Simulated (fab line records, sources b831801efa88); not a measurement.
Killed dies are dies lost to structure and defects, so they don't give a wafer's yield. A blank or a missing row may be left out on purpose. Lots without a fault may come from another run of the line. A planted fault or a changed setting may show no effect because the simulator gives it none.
fab line records | flow gf180mcu
record lots=13 wafers=39 last_day=34
route steps=602 shown POLY_GATE@164 M3@409 M4@456
lots that met no fault: from a run of the same line without faults
start_h: hours from the record's first day to the start of the lot's first wafer shown | wait_h: hours since the lot's step before | " the same as in the row above | L1.1+2: a row that stands for several wafers | - no value, or no start given | * or withheld: withheld | < > ~ a bound
route shown NAME@n: a module of which the file shows steps, and the number in the route of the first | usual: mean/standard deviation of fault-free wafers | same: alike in all rows | chamber/n: place in a boat | sites: the reading at each site | _std_site: their standard deviation | _edge_site: outer sites' mean less inner sites' | radius_mm: how far each site lies from the wafer's centre | mask NAME#n: copy n | behind: the tool/chamber that last shaped the wafer | hold: why the lot was held/for how many hours/how that ended | device: the transistor (n, p or np) that didn't switch | end of line: the same wafers' tests at the end of the route | a step without rows: its recipe alone | killed: dies lost to structure and defects at the first sort, not the wafer's yield | map: a wafer's dies, x killed, . not, _ none there
set.NAME: the setting as run; set.NAME@STEP: as run at that earlier step | model.NAME: the simulator's own value behind a step, which no gauge read
steps of the route over a sample of lots; a table a step, a row a wafer
services: from which hour (start_h, from the record's first day; less than 0 if before it) a tool's chamber was out of use, for how many hours, and why
## steps
# step GF_POLY_GATE_EXPOSE_07
# recipe mask_id=Poly2 target_cd_nm=280 na=0.68 source_shape=conventional sigma_outer=0.6 dose_mj=28
# usual focus_offset_nm=0.1/0.43
# columns lot.wafer tool chamber start_h wait_h mask focus_offset_nm
L752.2 krf_scanner-02 0 189.08 - Poly2#0 0.9
L752.3 " 0 " " Poly2#0 0.1
L752.4 " 0 " " Poly2#0 0.5
L753.3 krf_scanner-02 0 198.64 - Poly2#0 0.3
L753.5 " 0 " " Poly2#0 -0.1
L753.6 " 0 " " Poly2#0 0.3
L756.2 krf_scanner-01 0 213.80 - Poly2#0 0.2
L756.3 " 0 " " Poly2#0 0.1
L756.6 " 0 " " Poly2#0 -0.2
L757.1 krf_scanner-01 0 216.91 - Poly2#0 1.0
L757.3 " 0 " " Poly2#0 0.9
L757.4 " 0 " " Poly2#0 0.9
L758.1 krf_scanner-02 0 223.68 - Poly2#0 0.8
L758.2 " 0 " " Poly2#0 -0.1
L758.3 " 0 " " Poly2#0 -0.6
L760.2 krf_scanner-02 0 239.57 - Poly2#0 0.5
L760.3 " 0 " " Poly2#0 0.7
L760.6 " 0 " " Poly2#0 -0.2
L761.1 krf_scanner-02 0 250.55 - Poly2#0 0.2
L761.3 " 0 " " Poly2#0 0.1
L761.6 " 0 " " Poly2#0 0.1
L767.2 krf_scanner-02 0 290.08 - Poly2#0 0.2
L767.3 " 0 " " Poly2#0 0.6
L767.6 " 0 " " Poly2#0 0.3
L769.1 krf_scanner-01 0 303.53 - Poly2_R1#0 -1.2
L769.2 " 0 " " Poly2_R1#0 -0.7
L769.3 " 0 " " Poly2_R1#0 0.1
L771.1 krf_scanner-01 0 321.43 - Poly2#0 0.2
L771.2 " 0 " " Poly2#0 -0.3
L771.6 " 0 " " Poly2#0 0.5
L772.1 krf_scanner-01 0 333.32 - Poly2#0 -0.3
L772.2 " 0 " " Poly2#0 0.5
L772.6 " 0 " " Poly2#0 0.6
L773.1 krf_scanner-02 0 352.27 - Poly2#0 0.0
L773.2 " 0 " " Poly2#0 0.1
L773.3 " 0 " " Poly2#0 0.2
L775.1 krf_scanner-01 0 364.75 - Poly2#0 -0.3
L775.3 " 0 " " Poly2#0 -0.2
L775.4 " 0 " " Poly2#0 0.2
# step GF_POLY_GATE_CD_MEAS_10
# recipe target_cd_nm=280
# usual cd_nm=280.0/1.1
# columns lot.wafer tool chamber start_h wait_h cd_nm
L752.2 cd_sem-02 - 196.77 0.1 280.8
L752.3 " - " " 281.0
L752.4 " - " " 281.0
L753.3 cd_sem-01 - 206.96 0.1 279.6
L753.5 " - " " 278.8
L753.6 " - " " 280.3
L756.2 cd_sem-02 - 222.48 0.1 279.2
L756.3 " - " " 277.9
L756.6 " - " " 279.3
L757.1 cd_sem-01 - 226.27 0.1 279.0
L757.3 " - " " 278.0
L757.4 " - " " 279.7
L758.1 cd_sem-01 - 232.46 0.1 280.7
L758.2 " - " " 279.3
L758.3 " - " " 280.5
L760.2 cd_sem-01 - 247.87 0.1 280.4
L760.3 " - " " 279.5
L760.6 " - " " 281.3
L761.1 cd_sem-02 - 259.67 0.1 279.4
L761.3 " - " " 279.0
L761.6 " - " " 280.0
L767.2 cd_sem-02 - 300.22 0.1 278.6
L767.3 " - " " 279.8
L767.6 " - " " 279.0
L769.1 cd_sem-01 - 313.70 0.1 266.1
L769.2 " - " " 265.2
L769.3 " - " " 265.0
L771.1 cd_sem-02 - 331.51 0.1 281.7
L771.2 " - " " 281.0
L771.6 " - " " 279.0
L772.1 cd_sem-02 - 344.05 0.1 281.5
L772.2 " - " " 280.0
L772.6 " - " " 279.7
L773.1 cd_sem-01 - 362.85 0.1 279.2
L773.2 " - " " 279.1
L773.3 " - " " 281.0
L775.1 cd_sem-01 - 375.97 0.1 281.6
L775.3 " - " " 280.9
L775.4 " - " " 282.0
# step GF_M3_SPUTTER_00
# recipe material=Ti target_thk_nm=37.5 arriving_ion_energy_ev=80 substrate_temp_c=200 chamber_pressure_pa=2 power_w=4000 time_s=150
# usual throttle_valve_pct=29.6/0.78
# columns lot.wafer tool chamber start_h wait_h throttle_valve_pct
L752.2 pvd_sputter-01 - 463.11 0.2 30.8
L752.3 " - " " 29.5
L752.4 " - " " 29.3
L753.3 pvd_sputter-02 - 474.10 0.2 32.7
L753.5 " - " " 31.3
L753.6 " - " " 29.7
L756.2 pvd_sputter-01 - 497.07 0.1 30.8
L756.3 " - " " 29.3
L756.6 " - " " 29.1
L757.1 pvd_sputter-04 - 500.25 0.1 28.6
L757.3 " - " " 28.6
L757.4 " - " " 29.8
L758.1 pvd_sputter-01 - 513.70 0.1 31.0
L758.2 " - " " 29.6
L758.3 " - " " 29.3
L760.2 pvd_sputter-04 - 529.48 0.2 28.6
L760.3 " - " " 29.5
L760.6 " - " " 28.7
L761.1 pvd_sputter-04 - 545.36 0.2 28.4
L761.3 " - " " 28.9
L761.6 " - " " 28.7
L767.2 pvd_sputter-01 - 588.74 0.2 29.4
L767.3 " - " " 29.2
L767.6 " - " " 29.4
L769.1 pvd_sputter-01 - 603.47 0.2 29.0
L769.2 " - " " 29.5
L769.3 " - " " 30.9
L771.1 pvd_sputter-01 - 618.26 0.1 30.8
L771.2 " - " " 29.2
L771.6 " - " " 29.4
L772.1 pvd_sputter-01 - 630.08 0.1 29.4
L772.2 " - " " 29.3
L772.6 " - " " 29.4
L773.1 pvd_sputter-04 - 650.30 0.1 29.8
L773.2 " - " " 28.6
L773.3 " - " " 29.8
L775.1 pvd_sputter-01 - 663.36 0.2 29.8
L775.3 " - " " 29.6
L775.4 " - " " 29.4
# step GF_M3_THK_MEAS_06
# recipe thk_meas_gauge=xrf reads=AlCu_of_M3_SPUTTER_02
# usual M3_ALCU_THK=447/3.9
# columns lot.wafer tool chamber start_h wait_h M3_ALCU_THK[nm]
L752.2 film_metro-04 - 463.46 0.1 455
L752.3 " - " " 456
L752.4 " - " " 451
L753.3 film_metro-01 - 474.46 0.1 446
L753.5 " - " " 448
L753.6 " - " " 449
L756.2 film_metro-03 - 497.42 0.1 445
L756.3 " - " " 442
L756.6 " - " " 444
L757.1 film_metro-01 - 500.59 0.1 450
L757.3 " - " " 446
L757.4 " - " " 447
L758.1 film_metro-01 - 514.04 0.1 447
L758.2 " - " " 442
L758.3 " - " " 442
L760.2 film_metro-03 - 529.83 0.1 445
L760.3 " - " " 446
L760.6 " - " " 452
L761.1 film_metro-01 - 545.70 0.1 455
L761.3 " - " " 451
L761.6 " - " " 449
L767.2 film_metro-01 - 589.09 0.1 447
L767.3 " - " " 450
L767.6 " - " " 449
L769.1 film_metro-04 - 603.81 0.1 449
L769.2 " - " " 449
L769.3 " - " " 447
L771.1 film_metro-04 - 618.60 0.1 445
L771.2 " - " " 443
L771.6 " - " " 447
L772.1 film_metro-04 - 630.42 0.1 445
L772.2 " - " " 447
L772.6 " - " " 446
L773.1 film_metro-01 - 650.64 0.1 444
L773.2 " - " " 443
L773.3 " - " " 445
L775.1 film_metro-03 - 663.70 0.1 444
L775.3 " - " " 444
L775.4 " - " " 440
# step GF_M4_SPUTTER_00
# recipe material=Ti target_thk_nm=37.5 arriving_ion_energy_ev=80 substrate_temp_c=200 chamber_pressure_pa=2 power_w=4000 time_s=150
# usual throttle_valve_pct=30.1/1.4
# columns lot.wafer tool chamber start_h wait_h throttle_valve_pct
L752.2 pvd_sputter-03 - 513.83 0.1 31.7
L752.3 " - " " 28.3
L752.4 " - " " 29.3
L753.3 pvd_sputter-02 - 524.63 0.2 29.6
L753.5 " - " " 31.2
L753.6 " - " " 29.6
L756.2 pvd_sputter-02 - 546.23 0.1 29.8
L756.3 " - " " 29.9
L756.6 " - " " 29.6
L757.1 pvd_sputter-04 - 549.18 0.1 29.9
L757.3 " - " " 29.6
L757.4 " - " " 28.6
L758.1 pvd_sputter-03 - 561.33 0.1 31.8
L758.2 " - " " 29.4
L758.3 " - " " 28.3
L760.2 pvd_sputter-02 - 577.66 0.1 29.5
L760.3 " - " " 29.4
L760.6 " - " " 29.7
L761.1 pvd_sputter-04 - 591.73 0.2 28.7
L761.3 " - " " 29.7
L761.6 " - " " 28.7
L767.2 pvd_sputter-04 - 634.43 0.1 28.7
L767.3 " - " " 28.5
L767.6 " - " " 28.8
L769.1 pvd_sputter-03 - 647.28 0.2 31.3
L769.2 " - " " 29.3
L769.3 " - " " 31.5
L771.1 pvd_sputter-04 - 661.69 0.1 29.7
L771.2 " - " " 28.9
L771.6 " - " " 29.8
L772.1 pvd_sputter-03 - 673.44 0.1 29.3
L772.2 " - " " 31.6
L772.6 " - " " 29.4
L773.1 pvd_sputter-02 - 691.86 0.2 31.1
L773.2 " - " " 29.7
L773.3 " - " " 30.1
L775.1 pvd_sputter-02 - 704.39 0.1 29.6
L775.3 " - " " 29.8
L775.4 " - " " 33.0
## services
# columns tool chamber start_h hours kind
krf_scanner-01 - 173.13 1.3 pm
krf_scanner-02 - 175.95 1.0 repair
krf_scanner-02 - 212.52 0.8 pm
pvd_sputter-04 - 222.41 2.7 repair
pvd_sputter-02 - 228.64 3.7 repair
krf_scanner-02 - 274.53 1.0 pm
krf_scanner-02 - 296.06 1.3 pm
pvd_sputter-04 - 359.09 1.0 repair
krf_scanner-02 - 381.23 0.8 pm
pvd_sputter-04 - 413.29 8.1 repair
krf_scanner-02 - 443.53 1.0 pm
krf_scanner-02 - 448.72 0.3 repair
krf_scanner-02 - 472.01 1.3 pm
pvd_sputter-01 - 534.14 18.9 repair
pvd_sputter-04 - 535.79 6.6 repair
krf_scanner-02 - 550.03 0.8 pm
krf_scanner-02 - 554.25 0.4 repair
krf_scanner-02 - 586.41 4.0 pm
krf_scanner-02 - 612.53 1.0 pm
krf_scanner-02 - 647.86 1.3 pm
pvd_sputter-01 - 673.01 0.9 repair
pvd_sputter-04 - 673.67 0.7 repair
krf_scanner-02 - 683.74 0.8 pm
pvd_sputter-01 - 701.21 8.5 repair
## key
first_sign step=GF_POLY_GATE_EXPOSE_07 reading=mask direction=changed
effect step=GF_POLY_GATE_CD_MEAS_10 reading=cd_nm direction=down sigmas=14 usual=280.0 struck=265.4
met_at GF_POLY_GATE_EXPOSE_07
struck_lots L769
tester_left_out L769
not_acting_at GF_M3_SPUTTER_00,GF_M3_THK_MEAS_06,GF_M4_SPUTTER_00
onset_between 216.91 303.53
fault kind=wrong_mask tool=any chamber=- onset_h=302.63 steps=GF_POLY_GATE_EXPOSE_07 aux_copy=Poly2_R1#0 cd_offset_nm=-14 scope=struck_lots_only
# tester_left_out: of these lots the tester's yield and bins aren't shown, on N5 and GAA mostly nor the transistor test; their killed dies are dies lost to structure and defects alone, not to doping, threshold or leakage, so they don't give the yield
